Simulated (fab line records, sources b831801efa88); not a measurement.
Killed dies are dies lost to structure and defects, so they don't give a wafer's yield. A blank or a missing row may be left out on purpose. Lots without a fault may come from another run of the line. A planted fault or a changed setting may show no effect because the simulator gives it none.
Which tool did it? | flow sky130 | 10 lots, 30 wafers sampled, at 3 steps of a route of 708

WHAT THE GAUGES READ, wafer by wafer
SKY_LI_CONTACT_RS_MEAS_22: measures by four-point-probe.
lot  | measured     | on            | LI_CONTACT_W_RS (ohm/sq)
L626 | day 29 15:11 | film_metro-01 | 0.288 0.287 0.282
L628 | day 30 08:38 | film_metro-01 | 0.282 0.285 0.283
L631 | day 30 23:34 | film_metro-02 | 0.279 0.283 0.284
L632 | day 31 07:44 | film_metro-04 | 0.289 0.287 0.286
L633 | day 31 19:16 | film_metro-02 | 0.284 0.289 0.283
L636 | day 32 19:05 | film_metro-02 | 0.283 0.286 0.286
L637 | day 32 22:17 | film_metro-02 | 0.285 0.284 0.287
L639 | day 34 01:17 | film_metro-01 | 0.281 0.189 0.187
L643 | day 35 08:52 | film_metro-01 | 0.284 0.278 0.287
L648 | day 36 16:07 | film_metro-01 | 0.283 0.283 0.279

WHICH TOOL RAN EACH LOT (tool, then ch and the chambers of the sampled wafers, then the start)
lot  | SKY_LI_CONTACT_CMP_02         | SKY_LI_CONTACT_CVD_21
L626 | cmp-02 ch 1,2,3, day 28 09:35 | cvd_w-02 ch 0,1, day 29 15:02
L628 | cmp-01 ch 0,2,3, day 29 03:42 | cvd_w-01 ch 0,1, day 30 08:31
L631 | cmp-02 ch 2,3, day 29 18:13   | cvd_w-01 ch 0,1, day 30 23:26
L632 | cmp-01 ch 0,1,2, day 30 03:39 | cvd_w-01 ch 0,1, day 31 07:37
L633 | cmp-01 ch 0,1, day 30 16:06   | cvd_w-02 ch 0,1, day 31 19:08
L636 | cmp-02 ch 1,3, day 31 15:00   | cvd_w-01 ch 0,1, day 32 18:57
L637 | cmp-01 ch 0,2, day 31 17:53   | cvd_w-01 ch 0,1, day 32 22:10
L639 | cmp-02 ch 0,2,3, day 32 21:50 | cvd_w-01 ch 0,1, day 34 01:10
L643 | cmp-01 ch 0,1,3, day 34 06:06 | cvd_w-02 ch 0,1, day 35 08:44
L648 | cmp-02 ch 0,2,3, day 35 13:12 | cvd_w-02 ch 0, day 36 15:59
- SKY_LI_CONTACT_CMP_02: polishes PSG.
- SKY_LI_CONTACT_CVD_21: deposits W, target thk 400 nm, time 120.56 s.

THE ANSWER, worked out from the rows above alone
Rule: what is usual is taken from the lots themselves. Put in order of their means at a reading, lots are off if they are a third of the lots or fewer, leave a main group of 4 or more, and stand apart from it by a gap of 3 or more times the standard deviation of the main group's means; of several such gaps the widest counts. A main group whose means are all the same, to the digits that the tables above print for the reading, isn't used. A lot without any number at a reading at which 4 lots or more have one is off too. The other lots that the step has rows for count as sound.
Off: L639, at SKY_LI_CONTACT_RS_MEAS_22 (LI_CONTACT_W_RS). The main group: mean 0.284 ohm/sq, standard deviation 0.0018.
A tool fits if, at a process step before that reading, it ran every lot that is off, and no sound lot after the first of them. The gauges at SKY_LI_CONTACT_RS_MEAS_22 are tried like those tools. One fits: cvd_w-01 at SKY_LI_CONTACT_CVD_21. Its last sound lot is L637 (day 32 22:10), its first lot that is off L639 (day 34 01:10): a fault that began between those two fits.

WHAT THE SIMULATOR HAD PUT IN
Process parameter drift: cvd_w-01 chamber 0, from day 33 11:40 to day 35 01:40, at SKY_LI_CONTACT_CVD_21. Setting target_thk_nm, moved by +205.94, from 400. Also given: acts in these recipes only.
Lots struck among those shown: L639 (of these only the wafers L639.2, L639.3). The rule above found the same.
